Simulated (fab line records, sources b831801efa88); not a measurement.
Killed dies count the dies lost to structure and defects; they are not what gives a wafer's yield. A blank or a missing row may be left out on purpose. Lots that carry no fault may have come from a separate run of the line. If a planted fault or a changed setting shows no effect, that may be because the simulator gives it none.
fab line records	flow gf180mcu
record: lots: 24	wafers: 72	lastDay: 34
route steps=602 shown STI@14 VT_IMPLANT@110 CONTACT@291 V1@359 M2@376 V2@384
lots with no fault: from the same line, run without faults
startH: hours from the record's first day to the start of the lot's first wafer shown	waitH: time in hours since the lot's previous step	" identical to the entry in the row above	L1.1+2: one row covering several wafers at once	- value missing, or start not given	* or withheld: withheld	< > ~ a bound
route shown NAME@n: a module of which the file shows steps, and the number in the route of the first	usual: the fault-free wafers' mean and standard deviation	same: alike in all rows	chamber/n: place in a boat	sites: readings site by site	_std_site: their standard deviation	_edge_site: the outer-site mean with the inner-site mean subtracted	radiusMm: for every site, how far away it sits from the centre of the wafer	mask NAME#n: copy n	behind: the last tool/chamber to shape the wafer	hold: cause of the lot's hold/its duration in hours/its outcome	device: names the non-switching transistor (n, p or np)	end of line: the tests these same wafers got at the end of their route	step lacking rows: just its recipe	killed: dies that structure and defects cost at the first sort, which is not the same as the wafer's yield	map: per-die view of a wafer (x killed, . not killed, _ where there is no die)
set.NAME: the setting that was run; set.NAME@STEP: the one run at that earlier step	model.NAME: the simulator's own value behind a step, which no gauge read
route steps across a sampled set of lots; one table per step, one row per wafer
services: when a tool's chamber went out of use (startH, in hours from the record's first day, below 0 if earlier), for how many hours, and the reason
== steps ==
step: GF_STI_ETCH_13
recipe: chemistry: CHF3/O2	stopOn: Si	overEtchFrac: 0.3	targetDepthA: 2823.1	sourceW: 600	biasW: 200	pressureMtorr: 40	chf3FlowSccm: 50	O2_flow_sccm: 5	timeS: 112.9
usual: biasW: 200.0/0.62	drypumpMotorCurrentA: 5.89/0.3	oesProductAu: 0.832/0.0067	throttleValvePct: 8.811/0.0089
lot.wafer	tool	chamber	startH	waitH	biasW	drypumpMotorCurrentA	oesProductAu	rfHoursCounterH	throttleValvePct
L074.3	rieDiel-04	0	25.71	0.1	200.1	6.02	0.834	29	8.810
L074.4	"	3	"	"	199.4	5.66	0.825	95	8.820
L074.5	"	3	"	"	200.0	5.66	0.835	-	8.826
L075.4	rieDiel-02	1	33.08	0.0	199.2	6.13	0.835	8	8.799
L075.5	"	3	"	"	201.0	5.81	0.832	-	8.817
L075.6	"	2	"	"	200.1	6.37	0.827	-	8.820
L076.1	rieDiel-04	3	38.30	0.1	200.1	5.65	0.840	95	8.804
L076.2	"	1	"	"	200.0	5.76	0.834	75	8.812
L076.4	"	2	"	"	200.3	6.22	0.833	128	8.816
L077.3	rieDiel-02	0	41.55	0.1	199.1	5.67	0.831	113	8.833
L077.4	"	1	"	"	200.0	6.11	0.841	8	8.828
L077.5	"	2	"	"	199.8	6.36	0.832	-	8.827
L078.3	rieDiel-02	1	46.63	0.1	199.5	6.13	0.825	8	8.797
L078.4	"	0	"	"	200.2	5.68	0.835	-	8.812
L078.6	"	1	"	"	199.1	6.15	0.824	-	8.817
L079.1	rieDiel-01	0	50.76	0.1	200.9	5.62	0.830	13	8.819
L079.4	"	2	"	"	199.5	5.26	0.825	85	8.824
L079.5	"	0	"	"	199.6	5.61	0.827	-	8.831
L080.1	rieDiel-02	0	57.08	0.1	200.1	5.67	0.837	113	8.809
L080.2	"	3	"	"	200.8	5.78	0.834	2	8.807
L080.3	"	1	"	"	200.3	6.13	0.839	9	8.813
L081.2	rieDiel-04	3	61.61	0.1	200.8	5.67	0.831	96	8.807
L081.4	"	2	"	"	199.5	6.21	0.825	129	8.794
L081.5	"	3	"	"	199.9	5.66	0.833	-	8.807
L082.1	rieDiel-04	0	67.05	0.1	199.3	6.07	0.841	30	8.805
L082.2	"	1	"	"	200.5	5.78	0.830	76	8.823
L082.5	"	2	"	"	201.1	6.21	0.833	-	8.820
L083.1	rieDiel-04	0	72.03	0.1	199.7	6.04	0.839	30	8.826
L083.2	"	2	"	"	199.8	6.19	0.831	129	8.807
L083.3	"	1	"	"	200.0	5.76	0.846	76	8.813
L084.4	rieDiel-04	3	77.33	0.0	200.3	5.65	0.830	96	8.806
L084.5	"	1	"	"	199.2	5.76	0.827	-	8.807
L084.6	"	2	"	"	200.6	6.22	0.824	-	8.818
L085.2	rieDiel-04	1	81.95	0.1	200.7	5.77	0.838	76	8.803
L085.4	"	2	"	"	200.7	6.21	0.835	129	8.817
L085.6	"	1	"	"	200.8	5.76	0.825	-	8.829
L086.2	rieDiel-02	1	87.98	0.1	200.5	6.15	0.827	10	8.808
L086.3	"	3	"	"	199.6	5.79	0.831	2	8.804
L086.4	"	2	"	"	199.5	6.39	0.827	-	8.815
L087.4	rieDiel-02	2	92.06	0.0	199.7	6.39	0.838	1	8.813
L087.5	"	3	"	"	200.3	5.75	0.825	-	8.798
L087.6	"	2	"	"	200.0	6.41	0.828	-	8.796
L088.1	rieDiel-01	2	101.08	0.1	199.5	5.24	0.840	86	8.814
L088.4	"	3	"	"	201.8	6.19	0.827	3	8.811
L088.6	"	1	"	"	199.7	5.37	0.835	-	8.816
L089.3	rieDiel-02	0	105.71	0.1	199.6	5.66	0.830	115	8.808
L089.4	"	0	"	"	199.7	5.67	0.835	-	8.806
L089.5	"	3	"	"	199.7	5.75	0.837	-	8.811
L090.4	rieDiel-01	0	109.90	0.0	200.1	5.61	0.835	15	8.806
L090.5	"	0	"	"	200.7	5.61	0.831	-	8.795
L090.6	"	1	"	"	199.9	5.36	0.832	-	8.828
L091.4	rieDiel-04	3	113.02	0.1	199.5	5.68	0.835	-	8.801
L091.5	"	1	"	"	200.5	5.75	0.836	-	8.805
L091.6	"	2	"	"	200.0	6.19	0.836	-	8.817
L092.2	rieDiel-02	3	117.30	0.1	198.9	5.77	0.844	3	8.804
L092.5	"	3	"	"	199.4	5.81	0.838	-	8.821
L092.6	"	0	"	"	200.0	5.65	0.841	-	8.814
L093.1	rieDiel-02	3	123.40	0.1	200.1	5.78	0.835	4	8.820
L093.3	"	2	"	"	199.5	6.39	0.823	1	8.791
L093.6	"	2	"	"	200.1	6.42	0.828	-	8.803
L094.2	rieDiel-04	3	127.78	0.1	200.6	5.66	0.839	98	8.815
L094.3	"	2	"	"	199.6	6.22	0.839	130	8.819
L094.6	"	2	"	"	199.5	6.22	0.834	-	8.807
L095.2	rieDiel-04	3	134.60	0.1	200.5	5.67	0.828	98	8.800
L095.4	"	0	"	"	199.9	6.06	0.837	31	8.810
L095.5	"	1	"	"	200.8	5.76	0.837	-	8.815
L096.3	rieDiel-01	1	139.53	0.1	200.4	5.39	0.820	122	8.821
L096.4	"	3	"	"	199.7	6.19	0.830	5	8.813
L096.6	"	1	"	"	200.1	5.38	0.829	-	8.797
L097.4	rieDiel-04	2	144.05	0.1	199.9	6.22	0.828	-	8.828
L097.5	"	0	"	"	199.5	6.06	0.816	-	8.804
L097.6	"	2	"	"	200.5	6.21	0.822	-	8.812
step: GF_VT_IMPLANT_STRIP_20
recipe: chemistry: O2/N2	powerW: 1400	pressureMtorr: 1500	platenTempC: 250	o2FlowSccm: 3000	n2FlowSccm: 300	overashFraction: 0.5
usual: drypumpMotorCurrentA: 5.7/0.56	heaterPowerW: 349/20	oesProductAu: 0.716/0.0051	platenTempC: 250.02/0.2	stripTimeToEndpointS: 12.62/0.034
lot.wafer	tool	chamber	startH	waitH	drypumpMotorCurrentA	heaterPowerW	oesProductAu	platenTempC	rfHoursCounterH	stripTimeToEndpointS
L074.3	plasmaAsher-03	1	129.10	0.1	5.2	372	0.715	250.02	-	12.63
L074.4	"	0	"	"	5.2	327	0.719	250.11	-	12.64
L074.5	"	0	"	"	5.2	330	0.727	250.07	-	12.67
L075.4	plasmaAsher-04	0	133.61	0.1	5.8	338	0.716	250.17	-	12.64
L075.5	"	0	"	"	5.8	336	0.719	250.22	-	12.65
L075.6	"	1	"	"	6.6	357	0.725	250.14	-	12.66
L076.1	plasmaAsher-03	1	141.57	0.1	5.2	369	0.725	250.12	48	12.62
L076.2	"	0	"	"	5.2	329	0.713	250.07	48	12.58
L076.4	"	0	"	"	5.2	330	0.726	249.90	-	12.60
L077.3	plasmaAsher-04	1	146.96	0.1	6.6	365	0.714	250.19	-	12.59
L077.4	"	0	"	"	5.8	331	0.722	250.22	-	12.57
L077.5	"	1	"	"	6.6	358	0.725	250.12	-	12.57
L078.3	plasmaAsher-01	1	152.26	0.1	5.4	381	0.719	249.92	-	12.63
L078.4	"	0	"	"	5.3	329	0.717	249.98	-	12.65
L078.6	"	0	"	"	5.3	332	0.722	249.98	-	12.64
L079.1	plasmaAsher-03	1	156.22	0.1	5.2	370	0.722	249.95	49	12.60
L079.4	"	1	"	"	5.2	380	0.705	250.03	-	12.61
L079.5	"	1	"	"	5.2	366	0.718	250.10	-	12.58
L080.1	plasmaAsher-03	0	164.66	0.1	5.2	329	0.724	250.21	50	12.61
L080.2	"	1	"	"	5.2	378	0.711	250.21	50	12.63
L080.3	"	1	"	"	5.2	375	0.707	250.34	-	12.63
L081.2	plasmaAsher-04	0	171.98	0.1	5.7	339	0.719	249.95	37	12.61
L081.4	"	1	"	"	6.6	351	0.709	250.00	-	12.64
L081.5	"	1	"	"	6.6	347	0.724	249.81	-	12.65
L082.1	plasmaAsher-03	1	179.97	0.1	5.2	377	0.707	250.20	52	12.58
L082.2	"	0	"	"	5.2	330	0.711	250.06	52	12.60
L082.5	"	1	"	"	5.2	366	0.716	250.55	-	12.57
L083.1	plasmaAsher-03	0	182.37	0.1	5.2	341	0.715	249.98	52	12.63
L083.2	"	1	"	"	5.2	377	0.714	250.17	52	12.60
L083.3	"	0	"	"	5.2	325	0.716	249.75	-	12.61
L084.4	plasmaAsher-04	1	194.30	0.1	6.6	353	0.716	250.09	-	12.58
L084.5	"	0	"	"	5.8	334	0.716	250.31	-	12.59
L084.6	"	1	"	"	6.6	350	0.722	249.89	-	12.56
L085.2	plasmaAsher-04	0	200.47	0.1	5.7	321	0.720	250.16	40	12.64
L085.4	"	0	"	"	5.7	326	0.710	249.92	-	12.63
L085.6	"	0	"	"	5.8	347	0.709	250.08	-	12.62
L086.2	plasmaAsher-03	1	205.96	0.1	5.2	373	0.716	249.98	54	12.64
L086.3	"	1	"	"	5.2	386	0.717	249.58	-	12.65
L086.4	"	0	"	"	5.2	329	0.726	250.19	-	12.63
L087.4	plasmaAsher-03	1	211.16	0.1	5.2	382	0.718	250.08	-	12.60
L087.5	"	1	"	"	5.2	368	0.708	249.97	-	12.59
L087.6	"	0	"	"	5.2	331	0.708	249.88	-	12.61
L088.1	plasmaAsher-04	0	219.58	0.1	5.8	334	0.728	249.96	42	12.61
L088.4	"	0	"	"	5.8	330	0.718	250.34	-	12.63
L088.6	"	1	"	"	6.6	360	0.716	249.87	-	12.63
L089.3	plasmaAsher-01	0	224.66	0.1	5.3	323	0.720	250.19	-	12.56
L089.4	"	1	"	"	5.3	385	0.712	249.72	-	12.55
L089.5	"	1	"	"	5.3	388	0.721	250.22	-	12.57
L090.4	plasmaAsher-01	1	230.79	0.1	5.3	386	0.723	250.05	-	12.55
L090.5	"	0	"	"	5.3	319	0.716	250.28	-	12.63
L090.6	"	1	"	"	5.3	387	0.718	250.36	-	12.61
L091.4	plasmaAsher-03	1	234.26	0.1	5.2	374	0.713	250.12	-	12.58
L091.5	"	0	"	"	5.2	329	0.713	250.04	-	12.60
L091.6	"	1	"	"	5.2	371	0.706	250.13	-	12.59
L092.2	plasmaAsher-03	0	239.61	0.1	5.2	330	0.707	250.01	58	12.56
L092.5	"	1	"	"	5.2	369	0.713	250.08	-	12.61
L092.6	"	0	"	"	5.2	334	0.715	250.01	-	12.62
L093.1	plasmaAsher-04	1	245.47	0.1	6.6	355	0.713	249.61	45	12.63
L093.3	"	0	"	"	5.8	341	0.721	249.95	-	12.64
L093.6	"	1	"	"	6.6	343	0.720	249.53	-	12.65
L094.2	plasmaAsher-04	0	251.03	0.1	5.8	336	0.719	249.75	46	12.61
L094.3	"	1	"	"	6.6	358	0.720	249.69	-	12.67
L094.6	"	0	"	"	5.8	331	0.724	250.27	-	12.63
L095.2	plasmaAsher-04	1	260.17	0.1	6.6	350	0.719	249.77	46	12.70
L095.4	"	0	"	"	5.8	341	0.724	250.04	-	12.60
L095.5	"	1	"	"	6.6	343	0.704	249.67	-	12.69
L096.3	plasmaAsher-04	1	265.29	0.1	6.6	350	0.715	250.08	-	12.67
L096.4	"	0	"	"	5.8	338	0.715	250.17	-	12.64
L096.6	"	1	"	"	6.6	350	0.714	249.77	-	12.65
L097.4	plasmaAsher-04	0	271.46	0.1	5.8	330	0.719	250.23	-	12.61
L097.5	"	0	"	"	5.8	328	0.720	250.11	-	12.65
L097.6	"	1	"	"	6.6	356	0.717	250.20	-	12.60
step: GF_CONTACT_CMP_04
recipe: material: SiO2	downForcePsi: 4	platenRpm: 60	padVelocityMS: 0.94248
usual: motorCurrentA: 13.1/1.7	timeToEndpointS: 112/5.9
lot.wafer	tool	chamber	startH	waitH	motorCurrentA	timeToEndpointS
L074.4	cmp-02	2	344.87	0.0	13.7	112
L074.3	"	0	"	"	15.7	111
L074.5	"	2	"	"	14.4	114
L075.4	cmp-01	0	350.59	0.2	12.6	106
L075.6	"	1	"	"	10.5	112
L075.5	"	2	"	"	13.4	107
L076.2	cmp-02	3	360.22	0.1	14.9	114
L076.4	"	0	"	"	14.9	117
L076.1	"	1	"	"	12.9	115
L077.4	cmp-02	0	367.69	0.0	16.1	112
L077.3	"	3	"	"	14.9	107
L077.5	"	1	"	"	13.3	112
L078.4	cmp-01	1	374.48	0.0	10.3	108
L078.3	"	2	"	"	14.3	102
L078.6	"	2	"	"	13.8	104
L079.1	cmp-01	3	378.61	0.1	10.7	103
L079.4	"	1	"	"	10.8	111
L079.5	"	0	"	"	12.2	106
L080.1	cmp-01	3	392.89	0.1	10.6	104
L080.2	"	1	"	"	10.8	108
L080.3	"	2	"	"	12.9	100
L081.4	cmp-01	3	401.16	0.1	10.9	113
L081.2	"	1	"	"	11.2	118
L081.5	"	2	"	"	13.7	113
L082.2	cmp-02	3	411.40	0.1	15.2	116
L082.1	"	1	"	"	12.7	107
L082.5	"	3	"	"	15.2	112
L083.2	cmp-01	1	416.96	0.0	10.6	114
L083.3	"	2	"	"	13.4	107
L083.1	"	3	"	"	10.9	114
L084.4	cmp-01	0	434.75	0.0	12.3	106
L084.5	"	0	"	"	12.0	105
L084.6	"	1	"	"	10.3	109
L085.4	cmp-02	1	441.37	0.1	13.6	108
L085.2	"	2	"	"	14.2	110
L085.6	"	1	"	"	13.3	110
L086.3	cmp-01	0	451.79	0.0	12.1	109
L086.4	"	1	"	"	10.8	128
L086.2	"	3	"	"	10.9	117
L087.4	cmp-01	0	458.13	0.1	12.2	117
L087.5	"	2	"	"	13.6	120
L087.6	"	3	"	"	10.7	120
L088.1	cmp-02	1	470.88	0.1	12.9	110
L088.4	"	0	"	"	15.3	109
L088.6	"	2	"	"	13.6	113
L089.3	cmp-02	0	480.34	0.1	15.5	113
L089.4	"	2	"	"	14.0	121
L089.5	"	3	"	"	15.2	120
L090.4	cmp-01	2	485.81	0.1	13.0	116
L090.5	"	1	"	"	10.6	114
L090.6	"	2	"	"	13.5	124
L091.4	cmp-02	3	489.28	0.0	15.9	112
L091.6	"	3	"	"	15.6	112
L091.5	"	0	"	"	15.5	109
L092.2	cmp-02	3	498.25	1.3	14.9	113
L092.5	"	0	"	"	15.7	115
L092.6	"	1	"	"	13.4	118
L093.1	cmp-02	2	503.11	0.1	14.0	116
L093.3	"	0	"	"	15.6	112
L093.6	"	2	"	"	14.4	125
L094.2	cmp-01	3	510.50	0.0	11.3	121
L094.3	"	0	"	"	12.2	113
L094.6	"	3	"	"	11.1	118
L095.4	cmp-01	1	520.38	0.1	10.7	114
L095.2	"	2	"	"	13.4	108
L095.5	"	3	"	"	11.3	107
L096.4	cmp-02	2	526.45	0.1	14.1	116
L096.3	"	3	"	"	14.6	106
L096.6	"	2	"	"	13.5	118
L097.4	cmp-02	3	536.90	0.0	15.4	116
L097.5	"	3	"	"	15.1	114
L097.6	"	0	"	"	15.7	118
step: GF_V1_RS_MEAS_24
recipe: thkMeasGauge: four-point-probe	reads: W_of_V1_CVD_23+TiN_of_V1_SPUTTER_22+Ti_of_V1_SPUTTER_21
usual: V1_W_RS: 0.325/0.0033
lot.wafer	tool	chamber	startH	waitH	V1_W_RS[ohm/sq]
L074.3	filmMetro-04	-	417.31	0.1	0.328
L074.4	"	-	"	"	0.324
L074.5	"	-	"	"	0.326
L075.4	filmMetro-03	-	421.24	0.1	0.324
L075.5	"	-	"	"	0.325
L075.6	"	-	"	"	0.320
L076.1	filmMetro-03	-	432.79	0.1	0.328
L076.2	"	-	"	"	0.326
L076.4	"	-	"	"	0.329
L077.3	filmMetro-04	-	440.54	0.1	0.322
L077.4	"	-	"	"	0.323
L077.5	"	-	"	"	0.323
L078.3	filmMetro-04	-	450.03	0.1	0.328
L078.4	"	-	"	"	0.322
L078.6	"	-	"	"	0.325
L079.1	filmMetro-01	-	453.90	0.1	0.326
L079.4	"	-	"	"	0.332
L079.5	"	-	"	"	0.323
L080.1	filmMetro-04	-	468.60	0.1	0.323
L080.2	"	-	"	"	0.329
L080.3	"	-	"	"	0.321
L081.2	filmMetro-04	-	478.05	0.1	0.326
L081.4	"	-	"	"	0.325
L081.5	"	-	"	"	0.322
L082.1	filmMetro-04	-	488.91	0.1	0.331
L082.2	"	-	"	"	0.328
L082.5	"	-	"	"	0.332
L083.1	filmMetro-01	-	492.75	0.1	0.324
L083.2	"	-	"	"	0.314
L083.3	"	-	"	"	0.323
L084.4	filmMetro-04	-	512.14	0.1	0.325
L084.5	"	-	"	"	0.322
L084.6	"	-	"	"	0.321
L085.2	filmMetro-04	-	516.85	0.1	0.325
L085.4	"	-	"	"	0.325
L085.6	"	-	"	"	0.329
L086.2	filmMetro-04	-	527.20	0.1	0.321
L086.3	"	-	"	"	0.325
L086.4	"	-	"	"	0.323
L087.4	filmMetro-04	-	533.83	0.1	0.324
L087.5	"	-	"	"	0.321
L087.6	"	-	"	"	0.323
L088.1	filmMetro-01	-	546.46	0.1	0.325
L088.4	"	-	"	"	0.324
L088.6	"	-	"	"	0.326
L089.3	filmMetro-03	-	553.51	0.1	0.322
L089.4	"	-	"	"	0.324
L089.5	"	-	"	"	0.325
L090.4	filmMetro-04	-	559.24	0.1	0.325
L090.5	"	-	"	"	0.325
L090.6	"	-	"	"	0.328
L091.4	filmMetro-01	-	562.13	0.1	0.324
L091.5	"	-	"	"	0.327
L091.6	"	-	"	"	0.323
L092.2	filmMetro-01	-	570.62	0.1	0.323
L092.5	"	-	"	"	0.331
L092.6	"	-	"	"	0.324
L093.1	filmMetro-04	-	575.35	0.1	0.323
L093.3	"	-	"	"	0.324
L093.6	"	-	"	"	0.325
L094.2	filmMetro-03	-	582.33	0.1	0.330
L094.3	"	-	"	"	0.325
L094.6	"	-	"	"	0.323
L095.2	filmMetro-04	-	590.75	0.1	0.325
L095.4	"	-	"	"	0.326
L095.5	"	-	"	"	0.324
L096.3	filmMetro-03	-	596.72	0.1	0.325
L096.4	"	-	"	"	0.328
L096.6	"	-	"	"	0.331
L097.4	filmMetro-03	-	606.53	0.1	0.323
L097.5	"	-	"	"	0.322
L097.6	"	-	"	"	0.319
step: GF_M2_CD_MEAS_14
recipe: targetCdNm: 280
usual: cdNm: 280.0/1.4
lot.wafer	tool	chamber	startH	waitH	cdNm
L074.3	cdSem-02	-	441.56	0.1	280.0
L074.4	"	-	"	"	278.4
L074.5	"	-	"	"	279.6
L075.4	cdSem-02	-	446.39	0.1	280.3
L075.5	"	-	"	"	280.3
L075.6	"	-	"	"	280.3
L076.1	cdSem-02	-	457.53	0.1	278.8
L076.2	"	-	"	"	279.7
L076.4	"	-	"	"	278.8
L077.3	cdSem-02	-	466.09	0.1	277.9
L077.4	"	-	"	"	278.2
L077.5	"	-	"	"	278.2
L078.3	cdSem-01	-	474.34	0.1	280.1
L078.4	"	-	"	"	281.4
L078.6	"	-	"	"	281.6
L079.1	cdSem-02	-	478.58	0.1	281.8
L079.4	"	-	"	"	280.6
L079.5	"	-	"	"	281.5
L080.1	cdSem-02	-	494.07	0.9	279.4
L080.2	"	-	"	"	279.6
L080.3	"	-	"	"	279.6
L081.2	cdSem-02	-	502.34	0.1	279.3
L081.4	"	-	"	"	277.5
L081.5	"	-	"	"	279.3
L082.1	cdSem-01	-	513.38	0.1	279.4
L082.2	"	-	"	"	280.4
L082.5	"	-	"	"	278.9
L083.1	cdSem-02	-	516.75	0.1	278.5
L083.2	"	-	"	"	277.1
L083.3	"	-	"	"	277.5
L084.4	cdSem-02	-	535.94	0.1	280.9
L084.5	"	-	"	"	281.5
L084.6	"	-	"	"	282.0
L085.2	cdSem-02	-	540.70	0.1	281.7
L085.4	"	-	"	"	281.3
L085.6	"	-	"	"	281.9
L086.2	cdSem-01	-	550.29	0.1	281.7
L086.3	"	-	"	"	280.9
L086.4	"	-	"	"	281.7
L087.4	cdSem-02	-	556.66	0.1	281.7
L087.5	"	-	"	"	280.7
L087.6	"	-	"	"	281.5
L088.1	cdSem-02	-	568.80	0.1	280.6
L088.4	"	-	"	"	281.7
L088.6	"	-	"	"	280.5
L089.3	cdSem-02	-	576.94	0.1	278.8
L089.4	"	-	"	"	279.2
L089.5	"	-	"	"	279.4
L090.4	cdSem-01	-	581.66	0.1	280.4
L090.5	"	-	"	"	280.4
L090.6	"	-	"	"	280.6
L091.4	cdSem-01	-	583.91	0.1	284.1
L091.5	"	-	"	"	283.4
L091.6	"	-	"	"	284.1
L092.2	cdSem-01	-	592.47	0.1	280.3
L092.5	"	-	"	"	280.0
L092.6	"	-	"	"	280.4
L093.1	cdSem-02	-	597.37	0.1	277.5
L093.3	"	-	"	"	278.7
L093.6	"	-	"	"	278.2
L094.2	cdSem-02	-	603.30	0.1	279.7
L094.3	"	-	"	"	279.8
L094.6	"	-	"	"	279.6
L095.2	cdSem-02	-	612.55	0.1	279.9
L095.4	"	-	"	"	279.5
L095.5	"	-	"	"	280.3
L096.3	cdSem-01	-	618.04	0.1	279.6
L096.4	"	-	"	"	280.3
L096.6	"	-	"	"	279.3
L097.4	cdSem-02	-	627.56	0.1	280.1
L097.5	"	-	"	"	279.1
L097.6	"	-	"	"	280.5
step: GF_V2_CVD_02
recipe: material: SiO2	targetThkNm: 850	precursor: TEOS	tempC: 400	timeS: 94.851	rfW: 600
usual: heaterPowerW: 654/130
lot.wafer	tool	chamber	startH	waitH	heaterPowerW
L074.3	pecvd-01	1	442.56	0.0	527
L074.4	"	1	"	"	576
L074.5	"	0	"	"	769
L075.4	pecvd-01	2	447.67	0.1	716
L075.5	"	1	"	"	578
L075.6	"	0	"	"	647
L076.1	pecvd-01	2	458.48	0.1	723
L076.2	"	0	"	"	709
L076.4	"	2	"	"	572
L077.3	pecvd-01	1	467.04	0.0	565
L077.4	"	0	"	"	735
L077.5	"	2	"	"	567
L078.3	pecvd-01	0	475.28	0.0	776
L078.4	"	1	"	"	562
L078.6	"	2	"	"	656
L079.1	pecvd-04	2	479.53	0.1	898
L079.4	"	2	"	"	930
L079.5	"	1	"	"	529
L080.1	pecvd-02	2	495.02	0.1	610
L080.2	"	1	"	"	633
L080.3	"	0	"	"	666
L081.2	pecvd-01	1	503.27	0.0	564
L081.4	"	2	"	"	694
L081.5	"	1	"	"	587
L082.1	pecvd-02	1	514.33	0.1	676
L082.2	"	2	"	"	714
L082.5	"	0	"	"	632
L083.1	pecvd-01	2	517.70	0.1	703
L083.2	"	1	"	"	610
L083.3	"	0	"	"	642
L084.4	pecvd-01	2	536.88	0.1	669
L084.5	"	0	"	"	743
L084.6	"	1	"	"	594
L085.2	pecvd-02	0	541.66	0.0	593
L085.4	"	1	"	"	678
L085.6	"	0	"	"	649
L086.2	pecvd-02	1	551.25	0.0	623
L086.3	"	0	"	"	657
L086.4	"	1	"	"	670
L087.4	pecvd-01	0	558.06	0.1	635
L087.5	"	1	"	"	590
L087.6	"	2	"	"	569
L088.1	pecvd-02	0	569.86	0.1	602
L088.4	"	1	"	"	653
L088.6	"	0	"	"	649
L089.3	pecvd-04	2	577.86	0.0	904
L089.4	"	0	"	"	452
L089.5	"	1	"	"	464
L090.4	pecvd-02	1	582.72	0.1	667
L090.5	"	2	"	"	718
L090.6	"	0	"	"	539
L091.4	pecvd-04	0	584.97	0.1	443
L091.5	"	2	"	"	1014
L091.6	"	1	"	"	452
L092.2	pecvd-04	0	593.43	0.0	532
L092.5	"	0	"	"	564
L092.6	"	1	"	"	548
L093.1	pecvd-02	1	598.33	0.1	684
L093.3	"	0	"	"	551
L093.6	"	0	"	"	601
L094.2	pecvd-04	2	604.26	0.0	989
L094.3	"	0	"	"	540
L094.6	"	1	"	"	551
L095.2	pecvd-04	0	613.48	0.0	519
L095.4	"	2	"	"	931
L095.5	"	1	"	"	458
L096.3	pecvd-04	0	618.95	0.0	599
L096.4	"	0	"	"	458
L096.6	"	2	"	"	956
L097.4	pecvd-04	1	628.49	0.1	523
L097.5	"	0	"	"	580
L097.6	"	2	"	"	798
== services ==
tool	chamber	startH	hours	kind
cmp-01	-	24.54	1.9	repair
cmp-02	-	64.00	4.0	pm
cmp-02	-	84.50	3.6	repair
cmp-02	-	84.55	1.1	repair
cmp-02	-	102.03	3.0	repair
cmp-01	-	112.30	5.4	pm
cmp-02	-	154.69	1.6	repair
cmp-02	-	184.55	1.8	repair
cmp-01	-	185.09	1.7	repair
cmp-01	-	190.88	1.3	repair
cmp-01	-	195.09	0.7	repair
cmp-01	-	232.00	4.0	pm
cmp-02	-	266.46	3.8	pm
cmp-01	-	267.88	3.4	repair
cmp-01	-	293.02	7.4	pm
cmp-02	-	304.41	2.7	repair
cmp-01	-	308.06	0.8	repair
cmp-01	-	309.30	18.6	pm
cmp-02	-	317.48	2.9	repair
cmp-02	-	404.00	4.0	pm
cmp-02	-	411.85	0.7	repair
cmp-02	-	431.16	1.4	repair
cmp-02	-	434.58	1.0	repair
cmp-01	-	442.26	1.1	repair
== key ==
fault none
